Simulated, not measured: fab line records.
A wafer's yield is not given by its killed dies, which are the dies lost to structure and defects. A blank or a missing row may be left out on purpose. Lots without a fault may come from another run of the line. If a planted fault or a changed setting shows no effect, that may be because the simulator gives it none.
fab line records + flow sfq-line
[record]
- lots = 5
- wafers = 15
- last-day = 91
route steps=325 shown I0@52 M1@58
lots untouched by any fault: they come from a run of this same line in which no faults occurred
start-h: start of the lot's first displayed wafer, in hours after the record's first day + wait-h: hours since the lot's step before + " identical to the entry in the row above + L1.1+2: a row that stands for several wafers + - no value, or no start given + * or withheld: withheld + < > ~ a bound
route shown NAME@n: names a module that has steps shown in the file, with the first one's number in the route + usual: mean/standard deviation of fault-free wafers + same: alike in all rows + chamber/n: place in a boat + sites: per-site readings + _std_site: the values' standard deviation + _edge_site: outer sites' mean less inner sites' + radius-mm: how far each site lies from the wafer's centre + mask NAME#n: copy n + behind: the most recent tool/chamber to have shaped the wafer + hold: why the lot went on hold/how many hours it stayed there/how the hold came to an end + device: transistor that didn't switch, given as n, p or np + end of line: the tests these same wafers got at the end of their route + a step given without rows: its recipe and nothing more + killed: count of dies lost to structure and defects at first sort (not the wafer's yield) + map: shows each die of a wafer: x if killed, . if not, _ if none is there
set.NAME: the setting that was run; set.NAME@STEP: the one run at that earlier step + model.NAME: the simulator's own value behind a step, which no gauge read
a table for each step, a row for each wafer; lots at some steps of the route
services: a tool's chamber out of use, with start hour (start-h, from the record's first day; less than 0 if before it), hours out, and reason
[[steps]]
[step SFQ_TRILAYER_I0_VIA_LITHO_DEVELOP_033]
[recipe]
- time-s = 60
- resist = KrF
| lot.wafer  | tool           | chamber | start-h | wait-h |
|------------|----------------|---------|---------|--------|
| L078.3+5+6 | litho-track-01 | 0       | 400.80  | 0.1    |
| L082.1+2+5 | litho-track-04 | 0       | 450.78  | 0.1    |
| L084.2+3+6 | litho-track-02 | 0       | 498.93  | 0.1    |
| L089.1+2+4 | litho-track-04 | 0       | 569.36  | 0.1    |
| L096.4+5+6 | litho-track-02 | 0       | 621.73  | 0.1    |
[step SFQ_I0_OVL_MEAS_908]
[usual]
- I0_OVL = 2/5.7
| lot.wafer | tool       | chamber | start-h | wait-h | I0_OVL[nm] |
|-----------|------------|---------|---------|--------|------------|
| L078.3    | overlay-02 | -       | 400.91  | 0.1    | 9          |
| L078.5    | "          | -       | "       | "      | 8          |
| L078.6    | "          | -       | "       | "      | 4          |
| L082.1    | overlay-02 | -       | 450.93  | 0.1    | 3          |
| L082.2    | "          | -       | "       | "      | 3          |
| L082.5    | "          | -       | "       | "      | 8          |
| L084.2    | overlay-01 | -       | 499.07  | 0.1    | -4         |
| L084.3    | "          | -       | "       | "      | -4         |
| L084.6    | "          | -       | "       | "      | -6         |
| L089.1    | overlay-02 | -       | 569.51  | 0.1    | 0          |
| L089.2    | "          | -       | "       | "      | -4         |
| L089.4    | "          | -       | "       | "      | 2          |
| L096.4    | overlay-01 | -       | 621.82  | 0.1    | -9         |
| L096.5    | "          | -       | "       | "      | -2         |
| L096.6    | "          | -       | "       | "      | -11        |
[step SFQ_TRILAYER_I0_VIA_BARC_OPEN_VIA_ETCH_046]
[recipe]
- mask-material = PR
- chemistry = O2
- target-depth-nm = 125
- target = BARC
- source-w = 500
- bias-w = 80
- pressure-mtorr = 30
- time-s = 41.7
[usual]
- drypump-motor-current-A = 5.7/0.37
- oes-product-au = 0.685/0.0045
| lot.wafer | tool        | chamber | start-h | wait-h | drypump-motor-current-A | oes-product-au | rf-hours-counter-h |
|-----------|-------------|---------|---------|--------|-------------------------|----------------|--------------------|
| L078.3    | rie-diel-03 | 1       | 400.94  | 0.0    | 5.9                     | 0.681          | 111                |
| L078.5    | "           | 1       | "       | "      | 5.9                     | 0.682          | -                  |
| L078.6    | "           | 3       | "       | "      | 6.0                     | 0.685          | -                  |
| L082.1    | rie-diel-03 | 1       | 450.97  | 0.0    | 5.9                     | 0.690          | 0                  |
| L082.2    | "           | 3       | "       | "      | 6.0                     | 0.685          | 8                  |
| L082.5    | "           | 3       | "       | "      | 6.0                     | 0.685          | -                  |
| L084.2    | rie-diel-02 | 0       | 499.10  | 0.0    | 5.1                     | 0.675          | 61                 |
| L084.3    | "           | 3       | "       | "      | 5.4                     | 0.685          | 55                 |
| L084.6    | "           | 1       | "       | "      | 6.0                     | 0.684          | -                  |
| L089.1    | rie-diel-02 | 3       | 569.55  | 0.0    | 5.4                     | 0.688          | 56                 |
| L089.2    | "           | 0       | "       | "      | 5.1                     | 0.683          | 61                 |
| L089.4    | "           | 1       | "       | "      | 6.0                     | 0.692          | 72                 |
| L096.4    | rie-diel-03 | 2       | 621.84  | 0.0    | 5.7                     | 0.686          | 10                 |
| L096.5    | "           | 1       | "       | "      | 5.8                     | 0.689          | -                  |
| L096.6    | "           | 0       | "       | "      | 5.2                     | 0.687          | -                  |
[step SFQ_TRILAYER_I0_VIA_ETCH_VIA_ETCH_034]
[recipe]
- target = SiO2
- stop-on = Nb
- mask-material = PR
- taper-deg = 20
- chemistry = CHF3
- target-depth-nm = 260
- source-w = 500
- bias-w = 80
- pressure-mtorr = 30
- time-s = withheld
[usual]
- drypump-motor-current-A = 5.7/0.37
- oes-product-au = 0.855/0.0046
| lot.wafer | tool        | chamber | start-h | wait-h | drypump-motor-current-A | oes-product-au |
|-----------|-------------|---------|---------|--------|-------------------------|----------------|
| L078.3    | rie-diel-03 | 1       | 400.98  | 0.0    | 5.8                     | 0.857          |
| L078.5    | "           | 1       | "       | "      | 5.9                     | 0.855          |
| L078.6    | "           | 3       | "       | "      | 6.0                     | 0.851          |
| L082.1    | rie-diel-03 | 1       | 451.01  | 0.0    | 5.8                     | 0.858          |
| L082.2    | "           | 3       | "       | "      | 6.0                     | 0.859          |
| L082.5    | "           | 3       | "       | "      | 6.0                     | 0.862          |
| L084.2    | rie-diel-02 | 0       | 499.14  | 0.0    | 5.1                     | 0.861          |
| L084.3    | "           | 3       | "       | "      | 5.4                     | 0.862          |
| L084.6    | "           | 1       | "       | "      | 6.0                     | 0.849          |
| L089.1    | rie-diel-02 | 3       | 569.59  | 0.0    | 5.4                     | 0.850          |
| L089.2    | "           | 0       | "       | "      | 5.1                     | 0.852          |
| L089.4    | "           | 1       | "       | "      | 6.0                     | 0.845          |
| L096.4    | rie-diel-03 | 2       | 621.88  | 0.0    | 5.7                     | 0.855          |
| L096.5    | "           | 1       | "       | "      | 5.8                     | 0.854          |
| L096.6    | "           | 0       | "       | "      | 5.1                     | 0.856          |
[step SFQ_TRILAYER_I0_VIA_STRIP_STRIP_035]
[recipe]
- gas = O2
- power-w = 200
- platen-temp-c = 40
- overash-fraction = 0.65
- chemistry = O2
- pressure-mtorr = 50
[usual]
- drypump-motor-current-A = 5.8/0.43
- he-backside-leak-sccm = 3.35/0.25
- oes-product-au = 1.000/0.0081
| lot.wafer | tool         | chamber | start-h | wait-h | drypump-motor-current-A | he-backside-leak-sccm | oes-product-au | rf-hours-counter-h |
|-----------|--------------|---------|---------|--------|-------------------------|-----------------------|----------------|--------------------|
| L078.3    | rie-metal-01 | 0       | 401.29  | -      | 6.5                     | 3.40                  | 0.992          | -                  |
| L078.5    | "            | 0       | "       | "      | 6.5                     | 3.43                  | 1.007          | -                  |
| L078.6    | "            | 1       | "       | "      | 5.9                     | 3.49                  | 1.008          | -                  |
| L082.1    | rie-metal-02 | 1       | 451.12  | -      | 5.4                     | 3.13                  | 0.999          | 2                  |
| L082.2    | "            | 1       | "       | "      | 5.4                     | 3.06                  | 1.001          | -                  |
| L082.5    | "            | 1       | "       | "      | 5.4                     | 3.10                  | 1.002          | -                  |
| L084.2    | rie-metal-01 | 0       | 499.25  | -      | 6.5                     | 3.42                  | 0.985          | 8                  |
| L084.3    | "            | 1       | "       | "      | 5.9                     | 3.39                  | 0.996          | -                  |
| L084.6    | "            | 1       | "       | "      | 5.9                     | 3.60                  | 0.995          | -                  |
| L089.1    | rie-metal-02 | 1       | 569.70  | -      | 5.4                     | 2.89                  | 1.006          | 19                 |
| L089.2    | "            | 0       | "       | "      | 6.3                     | 3.11                  | 0.992          | 14                 |
| L089.4    | "            | 0       | "       | "      | 6.3                     | 3.09                  | 0.991          | -                  |
| L096.4    | rie-metal-04 | 1       | 622.19  | -      | 5.8                     | 3.30                  | 0.996          | -                  |
| L096.5    | "            | 0       | "       | "      | 5.1                     | 3.80                  | 1.007          | -                  |
| L096.6    | "            | 1       | "       | "      | 5.8                     | 3.10                  | 0.998          | -                  |
[step SFQ_TRILAYER_I0_VIA_STRIP_SOLV_CLEAN_036]
[recipe]
- chemistry = NMP
- temp-c = 70
- time-s = 600
| lot.wafer  | tool         | chamber | start-h | wait-h |
|------------|--------------|---------|---------|--------|
| L078.3+5+6 | wet-bench-04 | 3,5,1   | 401.69  | 0.2    |
| L082.1+2+5 | wet-bench-02 | 3,6,2   | 452.32  | 1.0    |
| L084.2+3+6 | wet-bench-01 | 4,3,1   | 499.85  | 0.4    |
| L089.1+2+4 | wet-bench-01 | 6,3,5   | 570.30  | 0.4    |
| L096.4+5+6 | wet-bench-01 | 2,4,5   | 622.59  | 0.2    |
[step SFQ_TRILAYER_M1_DEP_PRE_CLEAN_038]
[recipe]
- gas = Ar
- time-s = 22.5
- bias-v = 250
| lot.wafer  | tool           | chamber | start-h | wait-h |
|------------|----------------|---------|---------|--------|
| L078.3+5+6 | pvd-sputter-05 | -       | 401.87  | 0.0    |
| L082.1+2+5 | pvd-sputter-04 | -       | 452.51  | 0.0    |
| L084.2+3+6 | pvd-sputter-05 | -       | 500.02  | 0.0    |
| L089.1+2+4 | pvd-sputter-04 | -       | 570.47  | 0.0    |
| L096.4+5+6 | pvd-sputter-05 | -       | 622.77  | 0.0    |
[step SFQ_TRILAYER_M1_DEP_SPUTTER_037]
[recipe]
- material = Nb
- base-pressure-pa = 1.33e-06
- chamber-pressure-pa = 0.1333
- substrate-temp-c = 20
- resputter-cathode-voltage-v = 400
- target-thk-nm = 200
- power-w = 2000
- time-s = 133.3
[usual]
- throttle-valve-pct = 30.3/0.91
| lot.wafer | tool           | chamber | start-h | wait-h | throttle-valve-pct |
|-----------|----------------|---------|---------|--------|--------------------|
| L078.3    | pvd-sputter-05 | -       | 401.89  | 0.0    | 30.2               |
| L078.5    | "              | -       | "       | "      | 31.1               |
| L078.6    | "              | -       | "       | "      | 30.3               |
| L082.1    | pvd-sputter-04 | -       | 452.54  | 0.0    | 31.3               |
| L082.2    | "              | -       | "       | "      | 30.9               |
| L082.5    | "              | -       | "       | "      | 29.0               |
| L084.2    | pvd-sputter-05 | -       | 500.05  | 0.0    | 30.3               |
| L084.3    | "              | -       | "       | "      | 30.6               |
| L084.6    | "              | -       | "       | "      | 30.1               |
| L089.1    | pvd-sputter-04 | -       | 570.50  | 0.0    | 30.9               |
| L089.2    | "              | -       | "       | "      | 29.0               |
| L089.4    | "              | -       | "       | "      | 29.9               |
| L096.4    | pvd-sputter-05 | -       | 622.79  | 0.0    | 30.4               |
| L096.5    | "              | -       | "       | "      | 30.9               |
| L096.6    | "              | -       | "       | "      | 30.3               |
[step SFQ_M1_RS_MEAS_909]
[recipe]
- thk-meas-gauge = four-point-probe
- reads = Nb_of_TRILAYER_M1_DEP_SPUTTER_037
[usual]
- M1_NB_RS = 0.889/0.0088
| lot.wafer | tool          | chamber | start-h | wait-h | M1_NB_RS[ohm/sq] |
|-----------|---------------|---------|---------|--------|------------------|
| L078.3    | film-metro-04 | -       | 402.03  | 0.1    | 0.895            |
| L078.5    | "             | -       | "       | "      | 0.888            |
| L078.6    | "             | -       | "       | "      | 0.885            |
| L082.1    | film-metro-01 | -       | 452.63  | 0.0    | 0.893            |
| L082.2    | "             | -       | "       | "      | 0.883            |
| L082.5    | "             | -       | "       | "      | 0.888            |
| L084.2    | film-metro-01 | -       | 500.16  | 0.1    | 0.890            |
| L084.3    | "             | -       | "       | "      | 0.887            |
| L084.6    | "             | -       | "       | "      | 0.883            |
| L089.1    | film-metro-04 | -       | 570.59  | 0.0    | 0.894            |
| L089.2    | "             | -       | "       | "      | 0.896            |
| L089.4    | "             | -       | "       | "      | 0.899            |
| L096.4    | film-metro-01 | -       | 622.95  | 0.1    | 0.905            |
| L096.5    | "             | -       | "       | "      | 0.905            |
| L096.6    | "             | -       | "       | "      | 0.907            |
[step SFQ_TRILAYER_M1_LITHO_COAT_044]
[recipe]
- resist = BARC
- spin-rpm = 3000
- resist-thk-nm = 62
| lot.wafer  | tool           | chamber | start-h | wait-h |
|------------|----------------|---------|---------|--------|
| L078.3+5+6 | litho-track-03 | 0       | 402.27  | 0.1    |
| L082.1+2+5 | litho-track-02 | 0       | 452.81  | 0.1    |
| L084.2+3+6 | litho-track-02 | 0       | 500.37  | 0.1    |
| L089.1+2+4 | litho-track-02 | 0       | 570.77  | 0.1    |
| L096.4+5+6 | litho-track-02 | 0       | 623.22  | 0.2    |
[step SFQ_TRILAYER_M1_LITHO_COAT_039]
[recipe]
- resist = KrF
- spin-rpm = 2949
- resist-thk-nm = 600
| lot.wafer  | tool           | chamber | start-h | wait-h |
|------------|----------------|---------|---------|--------|
| L078.3+5+6 | litho-track-03 | 0       | 402.57  | 0.2    |
| L082.1+2+5 | litho-track-02 | 0       | 453.11  | 0.2    |
| L084.2+3+6 | litho-track-02 | 0       | 500.67  | 0.2    |
| L089.1+2+4 | litho-track-02 | 0       | 571.07  | 0.2    |
| L096.4+5+6 | litho-track-02 | 0       | 623.52  | 0.2    |
[step SFQ_TRILAYER_M1_LITHO_SOFTBAKE_043]
[recipe]
- temp-c = withheld
- time-s = withheld
- resist = KrF
| lot.wafer  | tool           | chamber | start-h | wait-h |
|------------|----------------|---------|---------|--------|
| L078.3+5+6 | litho-track-03 | 0       | 402.82  | 0.2    |
| L082.1+2+5 | litho-track-02 | 0       | 453.41  | 0.2    |
| L084.2+3+6 | litho-track-02 | 0       | 500.95  | 0.2    |
| L089.1+2+4 | litho-track-02 | 0       | 571.37  | 0.2    |
| L096.4+5+6 | litho-track-02 | 0       | 623.74  | 0.2    |
[step SFQ_TRILAYER_M1_LITHO_EXPOSE_040]
[recipe]
- mask-id = M1
- na = 0.6
- source-shape = conventional
- sigma-outer = 0.65
- target-cd-nm = 500
- dose-mj = 14.4
[usual]
- focus-offset-nm = -0.1/0.47
| lot.wafer | tool           | chamber | start-h | wait-h | mask | focus-offset-nm |
|-----------|----------------|---------|---------|--------|------|-----------------|
| L078.3    | krf-scanner-02 | 0       | 562.41  | -      | M1#0 | 0.6             |
| L078.5    | "              | 0       | "       | "      | M1#0 | 0.1             |
| L078.6    | "              | 0       | "       | "      | M1#0 | 0.1             |
| L082.1    | krf-scanner-02 | 0       | 616.70  | -      | M1#0 | 0.2             |
| L082.2    | "              | 0       | "       | "      | M1#0 | 0.4             |
| L082.5    | "              | 0       | "       | "      | M1#0 | 0.3             |
| L084.2    | krf-scanner-01 | 0       | 662.10  | -      | M1#0 | 0.0             |
| L084.3    | "              | 0       | "       | "      | M1#0 | 0.2             |
| L084.6    | "              | 0       | "       | "      | M1#0 | 0.0             |
| L089.1    | krf-scanner-01 | 0       | 738.17  | -      | M1#0 | 0.3             |
| L089.2    | "              | 0       | "       | "      | M1#0 | -0.3            |
| L089.4    | "              | 0       | "       | "      | M1#0 | -1.0            |
| L096.4    | krf-scanner-02 | 0       | 785.25  | -      | M1#0 | 0.3             |
| L096.5    | "              | 0       | "       | "      | M1#0 | -0.7            |
| L096.6    | "              | 0       | "       | "      | M1#0 | 0.4             |
[step SFQ_TRILAYER_M1_LITHO_PEB_042]
[recipe]
- peb-temp-c = 115
- peb-time-s = 60
- resist = KrF
| lot.wafer  | tool           | chamber | start-h | wait-h |
|------------|----------------|---------|---------|--------|
| L078.3+5+6 | litho-track-02 | 0       | 563.26  | 0.7    |
| L082.1+2+5 | litho-track-02 | 0       | 617.90  | 1.0    |
| L084.2+3+6 | litho-track-04 | 0       | 663.12  | 0.8    |
| L089.1+2+4 | litho-track-02 | 0       | 739.37  | 1.0    |
| L096.4+5+6 | litho-track-02 | 0       | 785.92  | 0.5    |
[step SFQ_TRILAYER_M1_LITHO_DEVELOP_041]
[recipe]
- time-s = 60
- resist = KrF
| lot.wafer  | tool           | chamber | start-h | wait-h |
|------------|----------------|---------|---------|--------|
| L078.3+5+6 | litho-track-02 | 0       | 563.41  | 0.1    |
| L082.1+2+5 | litho-track-02 | 0       | 618.05  | 0.1    |
| L084.2+3+6 | litho-track-04 | 0       | 663.27  | 0.1    |
| L089.1+2+4 | litho-track-02 | 0       | 739.52  | 0.1    |
| L096.4+5+6 | litho-track-02 | 0       | 786.07  | 0.1    |
[[services]]
| tool           | chamber | start-h | hours | kind   |
|----------------|---------|---------|-------|--------|
| rie-diel-03    | 2       | 399.16  | 4.3   | repair |
| krf-scanner-02 | -       | 425.80  | 0.8   | pm     |
| rie-diel-03    | 0       | 447.27  | 12.5  | repair |
| rie-diel-02    | 2       | 481.19  | 4.3   | repair |
| wet-bench-01   | -       | 482.49  | 1.2   | repair |
| rie-diel-02    | 2       | 498.46  | 1.2   | repair |
| pvd-sputter-04 | -       | 505.35  | 7.5   | repair |
| krf-scanner-02 | -       | 505.96  | 1.0   | pm     |
| krf-scanner-02 | -       | 507.18  | 1.3   | repair |
| krf-scanner-02 | -       | 507.25  | 1.4   | repair |
| rie-diel-02    | 3       | 509.11  | 5.7   | repair |
| pvd-sputter-05 | -       | 522.14  | 1.0   | repair |
| krf-scanner-02 | -       | 531.41  | 1.3   | pm     |
| rie-diel-02    | -       | 535.73  | 0.5   | repair |
| krf-scanner-02 | -       | 595.61  | 0.8   | pm     |
| rie-diel-02    | 3       | 598.52  | 12.4  | repair |
| krf-scanner-02 | -       | 626.21  | 0.3   | repair |
| krf-scanner-02 | -       | 633.02  | 3.7   | repair |
| pvd-sputter-05 | -       | 682.48  | 3.6   | repair |
| rie-diel-02    | -       | 687.08  | 2.8   | pm     |
| rie-diel-03    | 2       | 704.23  | 4.7   | repair |
| rie-diel-02    | 2       | 721.98  | 3.6   | repair |
| rie-diel-03    | 1       | 728.98  | 40.1  | repair |
| rie-diel-03    | 3       | 729.75  | 2.8   | repair |
[[key]]
fault none
